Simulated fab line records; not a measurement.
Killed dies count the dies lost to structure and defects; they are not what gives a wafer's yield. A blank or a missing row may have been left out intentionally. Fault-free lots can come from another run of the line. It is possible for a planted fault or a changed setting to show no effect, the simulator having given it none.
fab line records	flow gf180mcu
[record] lots = 14	wafers = 42	last-day = 34
route steps=602 shown V2@386 M3@409
lots untouched by any fault: they come from a run of this same line in which no faults occurred
start-h: the number of hours between the record's first day and the start of the first shown wafer of the lot	wait-h: hours since the lot's step before	" the same as in the row above	L1.1+2: a row that stands for several wafers	- no value, or no start was given	* or withheld: withheld	< > ~ a bound
route shown NAME@n: NAME is a module with steps in the file, n the number in the route of the first one	usual: the fault-free wafers' mean and standard deviation	same: alike in all rows	chamber/n: place in a boat	sites: readings site by site	_std_site: standard deviation across them	_edge_site: outer sites' mean less inner sites'	radius-mm: how far each site lies from the wafer's centre	mask NAME#n: copy n	behind: tool/chamber where the wafer was last shaped	hold: why the lot went on hold/how many hours it stayed there/how the hold came to an end	device: the transistor (n, p or np) that didn't switch	end of line: the same wafers' tests at the end of the route	step lacking rows: just its recipe	killed: dies that structure and defects cost at the first sort, which is not the same as the wafer's yield	map: dies across one wafer; x = killed, . = not, _ = none there
set.NAME: the setting that was run; set.NAME@STEP: the one run at that earlier step	model.NAME: the simulator's own value behind a step, which no gauge read
the route's steps for a sample of lots (tables are steps, rows are wafers)
services: the hour from which a tool's chamber was out of use, counted from the record's first day as start-h (under 0 if before that day), plus the number of hours and why
[[steps]]
[step GF_V2_CMP_04]
[recipe] material = SiO2	down-force-psi = 4	platen-rpm = 60	pad-velocity-m-s = 0.94248
[usual] motor-current-A = 12.2/1.6	platen-rpm = 60.01/0.048	time-to-endpoint-s = 81/5.9
lot.wafer	tool	chamber	start-h	wait-h	motor-current-A	platen-rpm	time-to-endpoint-s
L996.2	cmp-01	0	455.80	0.1	11.0	60.00	73
L996.5	"	3	"	"	12.3	59.99	78
L996.6	"	0	"	"	11.2	60.02	74
L997.3	cmp-01	2	464.82	0.0	13.0	60.05	74
L997.4	"	0	"	"	11.6	59.99	82
L997.6	"	3	"	"	12.6	59.99	85
L999.4	cmp-01	1	482.65	0.0	13.4	60.05	83
L999.6	"	1	"	"	14.5	59.98	79
L999.5	"	2	"	"	12.7	60.00	84
L101.2	cmp-01	2	505.48	0.0	12.8	59.96	74
L101.1	"	0	"	"	11.7	59.92	72
L101.6	"	3	"	"	12.3	60.08	85
L103.2	cmp-02	2	526.04	0.0	10.7	60.02	88
L103.1	"	3	"	"	9.3	59.97	75
L103.4	"	1	"	"	13.8	59.96	87
L104.1	cmp-01	0	529.02	0.1	11.6	59.97	78
L104.2	"	1	"	"	13.9	60.05	74
L104.5	"	0	"	"	11.5	60.05	80
L109.3	cmp-02	2	573.64	0.0	11.4	59.98	88
L109.2	"	3	"	"	9.4	60.01	80
L109.1	"	0	"	"	14.5	60.08	88
L110.1	cmp-02	1	580.37	0.1	13.4	59.96	79
L110.3	"	2	"	"	10.7	59.99	87
L110.5	"	2	"	"	11.1	59.98	89
L111.3	cmp-02	1	587.09	0.0	13.9	60.03	80
L111.2	"	2	"	"	11.3	59.93	79
L111.1	"	0	"	"	14.2	60.00	78
L112.3	cmp-02	3	595.44	0.2	9.0	60.01	78
L112.6	"	1	"	"	13.9	60.05	86
L112.5	"	2	"	"	11.2	59.97	99
L113.1	cmp-01	0	602.09	0.1	11.1	60.02	78
L113.4	"	1	"	"	13.1	60.09	81
L113.6	"	0	"	"	11.5	60.12	77
L115.2	cmp-01	2	616.97	0.0	13.0	60.01	75
L115.1	"	1	"	"	13.8	60.03	78
L115.5	"	2	"	"	12.6	60.01	76
L116.2	cmp-02	1	622.88	0.1	13.4	59.94	81
L116.5	"	3	"	"	9.7	60.02	88
L116.6	"	0	"	"	14.5	59.96	88
L117.1	cmp-02	1	633.87	0.1	14.1	60.08	81
L117.3	"	0	"	"	14.8	59.98	80
L117.5	"	1	"	"	13.3	60.00	87
[step GF_V2_ETCH_16]
[recipe] chemistry = N2/H2	target-depth-a = withheld	overetch-a = withheld	time-s = withheld	target = BARC	ion-energy-ev = 200	source-w = 500	bias-w = 100	pressure-mtorr = 30	n2-flow-sccm = 100	h2-flow-sccm = 200
[usual] bias-w = 100.02/0.27	chamber-pressure-mTorr = 29.998/0.025	drypump-motor-current-A = 5.7/0.44	oes-product-au = 0.855/0.0043	throttle-valve-pct = 13.225/0.0087
lot.wafer	tool	chamber	start-h	wait-h	bias-w	chamber-pressure-mTorr	drypump-motor-current-A	oes-product-au	throttle-valve-pct
L996.2	rie-diel-04	1	480.01	0.0	99.89	30.000	6.1	0.857	13.228
L996.5	"	0	"	"	100.12	30.013	5.4	0.856	13.216
L996.6	"	1	"	"	99.49	29.998	6.1	0.857	13.206
L997.3	rie-diel-04	1	489.38	0.0	100.18	29.976	6.1	0.853	13.229
L997.4	"	2	"	"	100.45	30.001	6.3	0.861	13.216
L997.6	"	1	"	"	100.21	29.993	6.1	0.857	13.208
L999.4	rie-diel-04	0	506.61	0.0	99.10	30.042	5.4	0.853	13.242
L999.5	"	3	"	"	99.80	30.012	5.2	0.857	13.238
L999.6	"	2	"	"	100.10	29.994	6.3	0.853	13.232
L101.1	rie-diel-03	2	529.69	0.0	100.02	29.977	5.4	0.847	13.223
L101.2	"	1	"	"	100.41	30.052	5.5	0.857	13.216
L101.6	"	1	"	"	99.97	29.993	5.4	0.860	13.234
L103.1	rie-diel-03	3	549.21	0.0	-	-	-	-	-
L103.2	"	2	"	"	-	-	-	-	-
L103.4	"	0	"	"	-	-	-	-	-
L104.1	rie-diel-03	1	551.68	0.0	-	-	-	-	-
L104.2	"	0	"	"	-	-	-	-	-
L104.5	"	2	"	"	-	-	-	-	-
L109.1	rie-diel-01	1	595.49	0.0	100.56	30.020	5.5	0.861	13.237
L109.2	"	0	"	"	99.91	30.038	6.6	0.857	13.239
L109.3	"	2	"	"	100.15	29.988	5.6	0.850	13.225
L110.1	rie-diel-04	1	602.31	0.0	99.78	29.984	6.1	0.851	13.222
L110.3	"	2	"	"	99.88	29.991	6.3	0.860	13.225
L110.5	"	0	"	"	100.12	30.016	5.4	0.852	13.226
L111.1	rie-diel-01	2	608.93	0.0	99.99	30.034	5.7	0.859	13.223
L111.2	"	3	"	"	99.82	29.992	5.2	0.853	13.224
L111.3	"	1	"	"	100.27	29.948	5.5	0.854	13.226
L112.3	rie-diel-01	0	616.43	0.0	99.66	30.006	6.6	0.858	13.207
L112.5	"	3	"	"	100.00	29.974	5.2	0.857	13.218
L112.6	"	2	"	"	100.20	29.970	5.6	0.853	13.218
L113.1	rie-diel-03	2	622.64	0.0	100.03	29.992	5.4	0.853	13.238
L113.4	"	0	"	"	100.64	29.985	5.5	0.851	13.224
L113.6	"	1	"	"	100.25	29.942	5.5	0.848	13.218
L115.1	rie-diel-04	0	637.73	0.0	99.94	30.011	5.5	0.861	13.234
L115.2	"	2	"	"	99.58	30.003	6.3	0.853	13.233
L115.5	"	2	"	"	100.10	29.998	6.3	0.859	13.233
L116.2	rie-diel-01	0	643.18	0.0	100.21	30.014	6.6	0.858	13.214
L116.5	"	0	"	"	100.30	29.989	6.6	0.856	13.222
L116.6	"	1	"	"	99.69	30.039	5.4	0.858	13.216
L117.1	rie-diel-03	1	654.58	0.0	99.87	30.004	5.4	0.863	13.231
L117.3	"	3	"	"	99.94	29.988	5.5	0.851	13.231
L117.5	"	3	"	"	99.90	30.003	5.5	0.846	13.222
[step GF_V2_ETCH_17]
[recipe] chemistry = C4F8/O2/Ar	mask-material = KrF	target = SiO2	stop-on = TiN	source-w = 1500	bias-w = 1200	pressure-mtorr = 40	c4f8-flow-sccm = withheld	O2_flow_sccm = 6	Ar_flow_sccm = 300	time-s = withheld	target-depth-a = 6300
[usual] bias-w = 1200/3.4	chamber-pressure-mTorr = 40.01/0.036	oes-product-au = 0.856/0.0043
lot.wafer	tool	chamber	start-h	wait-h	bias-w	chamber-pressure-mTorr	oes-product-au
L996.2	rie-diel-04	1	-	-	1207	40.01	0.853
L996.5	"	0	"	"	1204	40.06	0.856
L996.6	"	1	"	"	1208	39.98	0.853
L997.3	rie-diel-04	1	-	-	1200	39.99	0.859
L997.4	"	2	"	"	1197	40.03	0.852
L997.6	"	1	"	"	1202	40.04	0.858
L999.4	rie-diel-04	0	-	-	1197	40.01	0.852
L999.5	"	3	"	"	1203	40.04	0.856
L999.6	"	2	"	"	1205	40.06	0.864
L101.1	rie-diel-03	2	-	-	1202	39.98	0.861
L101.2	"	1	"	"	1200	40.05	0.850
L101.6	"	1	"	"	1195	39.96	0.861
L103.1	rie-diel-03	3	-	-	1202	39.99	0.368
L103.2	"	2	"	"	1202	40.08	0.372
L103.4	"	0	"	"	1201	39.99	0.379
L104.1	rie-diel-03	1	-	-	1207	40.01	0.374
L104.2	"	0	"	"	1203	40.07	0.375
L104.5	"	2	"	"	1203	40.04	0.378
L109.1	rie-diel-01	1	-	-	1205	39.97	0.855
L109.2	"	0	"	"	1198	40.01	0.857
L109.3	"	2	"	"	1200	39.99	0.855
L110.1	rie-diel-04	1	-	-	1200	40.03	0.855
L110.3	"	2	"	"	1199	40.02	0.857
L110.5	"	0	"	"	1202	39.97	0.853
L111.1	rie-diel-01	2	-	-	1197	40.03	0.854
L111.2	"	3	"	"	1197	39.97	0.846
L111.3	"	1	"	"	1196	39.96	0.848
L112.3	rie-diel-01	0	-	-	1197	40.07	0.857
L112.5	"	3	"	"	1200	40.04	0.855
L112.6	"	2	"	"	1202	40.00	0.854
L113.1	rie-diel-03	2	-	-	1203	40.02	0.862
L113.4	"	0	"	"	1205	40.00	0.853
L113.6	"	1	"	"	1205	39.94	0.853
L115.1	rie-diel-04	0	-	-	1198	40.01	0.861
L115.2	"	2	"	"	1207	40.02	0.856
L115.5	"	2	"	"	1199	40.06	0.847
L116.2	rie-diel-01	0	-	-	1201	40.00	0.845
L116.5	"	0	"	"	1207	40.02	0.854
L116.6	"	1	"	"	1196	39.98	0.850
L117.1	rie-diel-03	1	-	-	1198	40.03	0.847
L117.3	"	3	"	"	1201	40.01	0.860
L117.5	"	3	"	"	1194	39.99	0.857
[step GF_V2_STRIP_18]
[recipe] chemistry = O2/N2	power-w = 1400	pressure-mtorr = 1500	platen-temp-c = 250	o2-flow-sccm = 3000	n2-flow-sccm = 300	overash-fraction = 0.5
[usual] drypump-motor-current-A = 5.6/0.42	heater-power-w = 334/44	oes-product-au = 0.593/0.0048
lot.wafer	tool	chamber	start-h	wait-h	drypump-motor-current-A	heater-power-w	oes-product-au	rf-hours-counter-h
L996.2	plasma-asher-02	1	480.14	-	5.8	355	0.581	85
L996.5	"	0	"	"	6.3	389	0.593	-
L996.6	"	1	"	"	5.9	359	0.594	-
L997.3	plasma-asher-02	1	489.54	-	5.9	346	0.583	-
L997.4	"	0	"	"	6.3	391	0.590	-
L997.6	"	0	"	"	6.3	396	0.592	-
L999.4	plasma-asher-01	0	506.77	-	5.5	343	0.596	-
L999.5	"	1	"	"	5.2	398	0.592	-
L999.6	"	0	"	"	5.4	344	0.590	-
L101.1	plasma-asher-01	0	529.82	-	5.4	344	0.603	11
L101.2	"	1	"	"	5.2	388	0.588	11
L101.6	"	0	"	"	5.4	348	0.590	-
L103.1	plasma-asher-04	1	549.34	-	6.1	325	0.617	44
L103.2	"	0	"	"	5.3	277	0.614	44
L103.4	"	0	"	"	5.2	266	0.609	-
L104.1	plasma-asher-04	1	551.81	-	6.2	328	0.609	44
L104.2	"	0	"	"	5.2	268	0.615	44
L104.5	"	0	"	"	5.2	274	0.606	-
L109.1	plasma-asher-01	1	595.62	-	5.2	381	0.597	18
L109.2	"	0	"	"	5.5	347	0.589	18
L109.3	"	1	"	"	5.2	389	0.599	-
L110.1	plasma-asher-04	0	602.44	-	5.2	260	0.600	50
L110.3	"	0	"	"	5.2	259	0.593	-
L110.5	"	1	"	"	6.1	321	0.594	-
L111.1	plasma-asher-01	0	609.06	-	5.4	341	0.593	20
L111.2	"	1	"	"	5.2	388	0.601	20
L111.3	"	1	"	"	5.2	395	0.597	-
L112.3	plasma-asher-04	0	616.59	-	5.2	268	0.595	-
L112.5	"	0	"	"	5.2	271	0.598	-
L112.6	"	1	"	"	6.1	331	0.591	-
L113.1	plasma-asher-01	1	622.77	-	5.2	388	0.587	21
L113.4	"	1	"	"	5.2	385	0.600	-
L113.6	"	0	"	"	5.4	347	0.590	-
L115.1	plasma-asher-04	0	637.86	-	5.2	273	0.588	53
L115.2	"	1	"	"	6.1	329	0.594	53
L115.5	"	1	"	"	6.1	333	0.594	-
L116.2	plasma-asher-01	0	643.31	-	5.4	354	0.594	23
L116.5	"	0	"	"	5.5	342	0.596	-
L116.6	"	1	"	"	5.2	389	0.590	-
L117.1	plasma-asher-02	0	654.71	-	6.3	390	0.593	104
L117.3	"	0	"	"	6.3	393	0.594	-
L117.5	"	0	"	"	6.3	388	0.589	-
[step GF_M3_SPUTTER_00]
[recipe] material = Ti	target-thk-nm = 37.5	arriving-ion-energy-ev = 80	substrate-temp-c = 200	chamber-pressure-pa = 2	power-w = 4000	time-s = 150
[usual] throttle-valve-pct = 30.2/0.82
lot.wafer	tool	chamber	start-h	wait-h	throttle-valve-pct
L996.2	pvd-sputter-04	-	481.36	0.1	29.8
L996.5	"	-	"	"	30.3
L996.6	"	-	"	"	30.9
L997.3	pvd-sputter-04	-	490.76	0.2	30.1
L997.4	"	-	"	"	30.3
L997.6	"	-	"	"	30.9
L999.4	pvd-sputter-04	-	507.96	0.1	31.1
L999.5	"	-	"	"	30.7
L999.6	"	-	"	"	30.4
L101.1	pvd-sputter-04	-	531.16	0.2	30.6
L101.2	"	-	"	"	30.9
L101.6	"	-	"	"	29.9
L109.1	pvd-sputter-03	-	596.84	0.1	29.9
L109.2	"	-	"	"	30.1
L109.3	"	-	"	"	31.6
L110.1	pvd-sputter-03	-	604.00	0.1	29.9
L110.3	"	-	"	"	31.4
L110.5	"	-	"	"	31.6
L111.1	pvd-sputter-01	-	610.32	0.1	29.9
L111.2	"	-	"	"	29.1
L111.3	"	-	"	"	30.7
L112.3	pvd-sputter-04	-	618.93	0.2	30.4
L112.5	"	-	"	"	30.3
L112.6	"	-	"	"	30.3
L113.1	pvd-sputter-01	-	624.40	0.1	29.8
L113.4	"	-	"	"	31.5
L113.6	"	-	"	"	29.5
L115.1	pvd-sputter-01	-	639.09	0.1	29.5
L115.2	"	-	"	"	30.5
L115.5	"	-	"	"	29.7
L116.2	pvd-sputter-01	-	644.60	0.1	31.5
L116.5	"	-	"	"	29.4
L116.6	"	-	"	"	31.6
L117.1	pvd-sputter-04	-	655.97	0.2	30.3
L117.3	"	-	"	"	29.7
L117.5	"	-	"	"	30.8
[step GF_M3_SPUTTER_01]
[recipe] material = TiN	target-thk-nm = 30	power-w = 6500	time-s = 25.43	chamber-pressure-pa = 0.4
[usual] throttle-valve-pct = 30.2/0.8
lot.wafer	tool	chamber	start-h	wait-h	throttle-valve-pct
L996.2	pvd-sputter-04	-	481.46	0.1	29.8
L996.5	"	-	"	"	30.3
L996.6	"	-	"	"	30.8
L997.3	pvd-sputter-04	-	490.86	0.1	29.9
L997.4	"	-	"	"	30.4
L997.6	"	-	"	"	30.8
L999.4	pvd-sputter-04	-	508.06	0.1	30.6
L999.5	"	-	"	"	30.7
L999.6	"	-	"	"	30.4
L101.1	pvd-sputter-04	-	531.26	0.1	30.5
L101.2	"	-	"	"	30.6
L101.6	"	-	"	"	29.6
L109.1	pvd-sputter-03	-	596.94	0.1	30.0
L109.2	"	-	"	"	29.9
L109.3	"	-	"	"	31.4
L110.1	pvd-sputter-03	-	604.10	0.1	29.7
L110.3	"	-	"	"	31.5
L110.5	"	-	"	"	31.6
L111.1	pvd-sputter-01	-	610.42	0.1	29.8
L111.2	"	-	"	"	29.6
L111.3	"	-	"	"	30.7
L112.3	pvd-sputter-04	-	619.04	0.1	30.1
L112.5	"	-	"	"	30.2
L112.6	"	-	"	"	30.5
L113.1	pvd-sputter-01	-	624.50	0.1	29.7
L113.4	"	-	"	"	31.4
L113.6	"	-	"	"	29.6
L115.1	pvd-sputter-01	-	639.19	0.1	29.4
L115.2	"	-	"	"	30.5
L115.5	"	-	"	"	29.6
L116.2	pvd-sputter-01	-	644.70	0.1	31.3
L116.5	"	-	"	"	29.4
L116.6	"	-	"	"	31.7
L117.1	pvd-sputter-04	-	656.07	0.1	30.4
L117.3	"	-	"	"	30.0
L117.5	"	-	"	"	30.9
[[services]]
tool	chamber	start-h	hours	kind
cmp-02	-	437.26	1.7	repair
cmp-02	-	439.69	7.2	pm
pvd-sputter-04	-	439.95	5.2	repair
rie-diel-01	-	444.65	1.3	repair
cmp-02	-	448.17	1.9	repair
rie-diel-04	-	452.69	14.6	pm
rie-diel-03	0	458.02	5.7	repair
cmp-02	-	464.65	2.1	repair
rie-diel-03	-	473.67	2.8	pm
rie-diel-04	2	475.21	11.1	repair
rie-diel-04	0	485.27	5.4	repair
pvd-sputter-01	-	490.03	3.0	repair
rie-diel-04	-	490.11	2.9	repair
rie-diel-01	-	498.53	2.8	pm
cmp-02	-	516.58	1.9	repair
rie-diel-03	-	533.35	0.8	repair
cmp-02	-	533.45	1.0	repair
cmp-01	-	572.00	4.0	pm
pvd-sputter-01	-	597.87	6.6	repair
rie-diel-04	-	607.68	1.8	repair
rie-diel-04	2	610.91	4.0	repair
pvd-sputter-04	2	619.17	-	consumable-replace:kit
rie-diel-03	3	637.79	11.9	repair
rie-diel-01	-	646.94	0.8	repair
[[key]]
[first-sign] step = GF_V2_ETCH_16	reading = tool-record	direction = missing
[effect] step = GF_V2_ETCH_17	reading = oes-product-au	direction = down	sigmas = 99+	usual = 0.856	struck = 0.374
[effect] step = GF_V2_STRIP_18	reading = oes-product-au	direction = up	sigmas = 3.9	usual = 0.593	struck = 0.612
met-at GF_V2_ETCH_16
struck-lots L103,L104
later-rows-left-out L103.1,L103.2,L103.4,L104.1,L104.2,L104.5
sort-left-out L103.1,L103.2,L103.4,L104.1,L104.2,L104.5
tester-left-out L104
not-acting-at GF_V2_CMP_04,GF_M3_SPUTTER_00,GF_M3_SPUTTER_01
onset-between 529.69 549.21
[earlier-fault] kind = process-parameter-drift	tool = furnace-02	chamber = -	onset-h = 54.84	steps = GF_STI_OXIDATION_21	channel = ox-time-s	offset = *	shape = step	end-h = 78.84	acts-in = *	stated = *
[fault] kind = skipped-step-whole	tool = rie-diel-03	chamber = -	onset-h = 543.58	steps = GF_V2_ETCH_16	scope = struck-lots-only
// tester-left-out: of these lots the tester's yield and bins aren't shown, on N5 and GAA mostly nor the transistor test; their killed dies are dies lost to structure and defects alone, not to doping, threshold or leakage, so they don't give the yield
// sort-left-out: the simulated sort isn't trusted on such a fault, so these wafers' sort isn't shown, and their yield isn't known
// later-rows-left-out: the simulator's readings of these wafers behind a module that went badly wrong aren't trusted and aren't shown, but for the sort
